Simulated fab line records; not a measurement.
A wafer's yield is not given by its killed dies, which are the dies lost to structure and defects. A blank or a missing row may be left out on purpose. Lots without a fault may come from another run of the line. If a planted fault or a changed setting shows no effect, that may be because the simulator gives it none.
Which tool did it? + flow gf180mcu + 11 lots, 33 wafers sampled, at 5 steps of a route of 602

== WHAT THE GAUGES READ, wafer by wafer ==
GF_V4_BOW_MEAS_05.
| lot  | measured     | on            | V4_BOW (um) |
|------|--------------|---------------|-------------|
| L482 | day 24 02:35 | film_metro-04 | 134 127 137 |
| L483 | day 24 13:01 | film_metro-03 | 137 129 120 |
| L484 | day 24 19:52 | film_metro-04 | 142 136 138 |
| L485 | day 25 05:22 | film_metro-03 | 133 138 138 |
| L488 | day 26 09:36 | film_metro-03 | 133 123 138 |
| L490 | day 26 21:57 | film_metro-04 | 149 157 146 |
| L496 | day 28 15:58 | film_metro-01 | 140 149 145 |
| L499 | day 29 09:22 | film_metro-04 | 118 125 127 |
| L500 | day 29 18:31 | film_metro-03 | 135 136 138 |
| L502 | day 30 05:13 | film_metro-01 | 129 148 139 |
| L503 | day 30 16:38 | film_metro-01 | 145 145 144 |

== WHAT TOOL EACH LOT RAN ON (gives the tool, then ch and the chambers of the sampled wafers, and finally the start) ==
| lot  | GF_M3_SPUTTER_02             | GF_M3_SPUTTER_04             | GF_M4_METAL_ETCH_16               | GF_M4_STRIP_17                       |
|------|------------------------------|------------------------------|-----------------------------------|--------------------------------------|
| L482 | pvd_sputter-02, day 21 02:27 | pvd_sputter-02, day 21 02:31 | rie_metal-03 ch 0,1, day 24 01:21 | plasma_asher-02 ch 0,1, day 24 01:28 |
| L483 | pvd_sputter-02, day 21 11:40 | pvd_sputter-02, day 21 11:43 | rie_metal-01 ch 0,1, day 24 11:44 | plasma_asher-02 ch 1, day 24 11:51   |
| L484 | pvd_sputter-02, day 21 19:33 | pvd_sputter-02, day 21 19:36 | rie_metal-01 ch 1, day 24 18:32   | plasma_asher-03 ch 0,1, day 24 18:46 |
| L485 | pvd_sputter-03, day 22 05:59 | pvd_sputter-03, day 22 06:02 | rie_metal-01 ch 1, day 25 04:03   | plasma_asher-03 ch 0,1, day 25 04:14 |
| L488 | pvd_sputter-02, day 23 12:38 | pvd_sputter-02, day 23 12:41 | rie_metal-03 ch 0,1, day 26 08:24 | plasma_asher-03 ch 0,1, day 26 08:30 |
| L490 | pvd_sputter-03, day 24 02:08 | pvd_sputter-03, day 24 02:11 | rie_metal-03 ch 0,1, day 26 20:43 | plasma_asher-02 ch 0,1, day 26 20:49 |
| L496 | pvd_sputter-03, day 25 22:39 | pvd_sputter-03, day 25 22:42 | rie_metal-01 ch 0,1, day 28 14:44 | plasma_asher-02 ch 0,1, day 28 14:50 |
| L499 | pvd_sputter-02, day 26 19:40 | pvd_sputter-02, day 26 19:43 | rie_metal-01 ch 1, day 29 08:10   | plasma_asher-02 ch 0, day 29 08:16   |
| L500 | pvd_sputter-04, day 27 04:29 | pvd_sputter-04, day 27 04:32 | rie_metal-03 ch 0,1, day 29 17:18 | plasma_asher-02 ch 0,1, day 29 17:25 |
| L502 | pvd_sputter-03, day 27 16:26 | pvd_sputter-03, day 27 16:29 | rie_metal-04 ch 0, day 30 03:56   | plasma_asher-01 ch 0,1, day 30 04:07 |
| L503 | pvd_sputter-04, day 28 03:26 | pvd_sputter-04, day 28 03:29 | rie_metal-03 ch 0,1, day 30 15:08 | plasma_asher-02 ch 0,1, day 30 15:16 |
- GF_M3_SPUTTER_02: material AlCu, target thk 450 nm, time 23.9 s.
- GF_M3_SPUTTER_04: material TiN, target thk 50 nm, time 41.7 s.
- GF_M4_METAL_ETCH_16: etches the open film in Cl2/BCl3, stops on SiO2, target depth 627.5 nm, time 104.6 s.
- GF_M4_STRIP_17: strips in O2/N2.

== AS READ BY THE TOOLS THEMSELVES (means over the sampled wafers that have a number; for cases with no such wafer, the mark the record gives instead) ==
GF_M3_SPUTTER_02.
| lot  | tool           | throttle_valve_pct (%) |
|------|----------------|------------------------|
| L482 | pvd_sputter-02 | 29.1                   |
| L483 | pvd_sputter-02 | 29.8                   |
| L484 | pvd_sputter-02 | 30.0                   |
| L485 | pvd_sputter-03 | 30.9                   |
| L488 | pvd_sputter-02 | 29.2                   |
| L490 | pvd_sputter-03 | 30.5                   |
| L496 | pvd_sputter-03 | 30.7                   |
| L499 | pvd_sputter-02 | 28.5                   |
| L500 | pvd_sputter-04 | 30.0                   |
| L502 | pvd_sputter-03 | 30.8                   |
| L503 | pvd_sputter-04 | 29.6                   |

GF_M3_SPUTTER_04.
| lot  | tool           | throttle_valve_pct (%) |
|------|----------------|------------------------|
| L482 | pvd_sputter-02 | 29.1                   |
| L483 | pvd_sputter-02 | 29.8                   |
| L484 | pvd_sputter-02 | 29.8                   |
| L485 | pvd_sputter-03 | 30.8                   |
| L488 | pvd_sputter-02 | 29.5                   |
| L490 | pvd_sputter-03 | 30.6                   |
| L496 | pvd_sputter-03 | 30.7                   |
| L499 | pvd_sputter-02 | 28.4                   |
| L500 | pvd_sputter-04 | 29.9                   |
| L502 | pvd_sputter-03 | 30.8                   |
| L503 | pvd_sputter-04 | 29.7                   |

GF_M4_METAL_ETCH_16.
| lot  | tool         | drypump_motor_current_A (A) | he_backside_leak_sccm (sccm) | oes_product_au (a.u.) | throttle_valve_pct (%) |
|------|--------------|-----------------------------|------------------------------|-----------------------|------------------------|
| L482 | rie_metal-03 | 5.4                         | 3.30                         | 0.961                 | 28.257                 |
| L483 | rie_metal-01 | 5.1                         | 3.09                         | 0.968                 | 28.261                 |
| L484 | rie_metal-01 | 5.3                         | 3.25                         | 0.976                 | 28.258                 |
| L485 | rie_metal-01 | 5.3                         | 3.32                         | 0.973                 | 28.249                 |
| L488 | rie_metal-03 | 5.4                         | 3.46                         | 0.973                 | 28.251                 |
| L490 | rie_metal-03 | 5.2                         | 3.26                         | 0.966                 | 28.251                 |
| L496 | rie_metal-01 | 5.2                         | 3.24                         | 0.968                 | 28.249                 |
| L499 | rie_metal-01 | 5.3                         | 3.35                         | 0.980                 | 28.241                 |
| L500 | rie_metal-03 | 5.2                         | 3.26                         | 0.970                 | 28.242                 |
| L502 | rie_metal-04 | 5.5                         | 3.25                         | 0.971                 | 28.247                 |
| L503 | rie_metal-03 | 5.2                         | 3.37                         | 0.978                 | 28.251                 |

GF_M4_STRIP_17.
| lot  | tool            | drypump_motor_current_A (A) | heater_power_w (W) | n2_flow_sccm (sccm) | oes_product_au (a.u.) | strip_time_to_endpoint_s (s) |
|------|-----------------|-----------------------------|--------------------|---------------------|-----------------------|------------------------------|
| L482 | plasma_asher-02 | 6.2                         | 392                | 299.4               | 0.561                 | 7.92                         |
| L483 | plasma_asher-02 | 6.3                         | 415                | 300.1               | 0.552                 | 7.87                         |
| L484 | plasma_asher-03 | 6.0                         | 317                | 300.1               | 0.551                 | 7.82                         |
| L485 | plasma_asher-03 | 6.0                         | 317                | 299.6               | 0.553                 | 7.86                         |
| L488 | plasma_asher-03 | 5.6                         | 298                | 299.3               | 0.559                 | 7.92                         |
| L490 | plasma_asher-02 | 6.1                         | 392                | 300.1               | 0.558                 | 7.93                         |
| L496 | plasma_asher-02 | 6.1                         | 396                | 300.9               | 0.532                 | 7.21                         |
| L499 | plasma_asher-02 | 5.7                         | 348                | 299.6               | 0.534                 | 7.30                         |
| L500 | plasma_asher-02 | 6.1                         | 395                | 300.7               | 0.557                 | 7.94                         |
| L502 | plasma_asher-01 | 5.8                         | 342                | 299.7               | 0.557                 | 7.91                         |
| L503 | plasma_asher-02 | 6.1                         | 399                | 301.0               | 0.563                 | 7.95                         |

== THE ANSWER, worked out from the rows above alone ==
Rule: usual is defined by the lots themselves. Put in order of their means at a reading, lots are off if they are a third of the lots or fewer, leave a main group of 4 or more, and stand apart from it by a gap of 3 or more times the standard deviation of the main group's means; of several such gaps the widest counts. A main group is skipped when, at the precision printed for the reading in the tables above, its means are all equal. Also off: a lot with no number at a reading for which 4 or more lots have one. Any other lot the step has rows for is counted as sound. After the gauges, taken in route order, come the tools' own readings; for these a lot's mean is taken, as printed above. At the first step where some lot is off, the reading lying furthest off is the one used; lots without a number count as furthest.
Off: L496, L499 (GF_M4_STRIP_17, strip_time_to_endpoint_s). Mean 7.90 s and standard deviation 0.04 in the main group.
A tool fits if, at that step or a process step before it, it ran every lot that is off, and no sound lot after the first of them. One fits: GF_M4_METAL_ETCH_16 on rie_metal-01. Its last sound lot is L485 (day 25 04:03), its first lot that is off L496 (day 28 14:44): a fault that began between those two fits.

== WHAT THE SIMULATOR PUT IN ==
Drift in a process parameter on rie_metal-01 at GF_M4_METAL_ETCH_16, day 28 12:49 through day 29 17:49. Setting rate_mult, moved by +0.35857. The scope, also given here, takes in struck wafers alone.
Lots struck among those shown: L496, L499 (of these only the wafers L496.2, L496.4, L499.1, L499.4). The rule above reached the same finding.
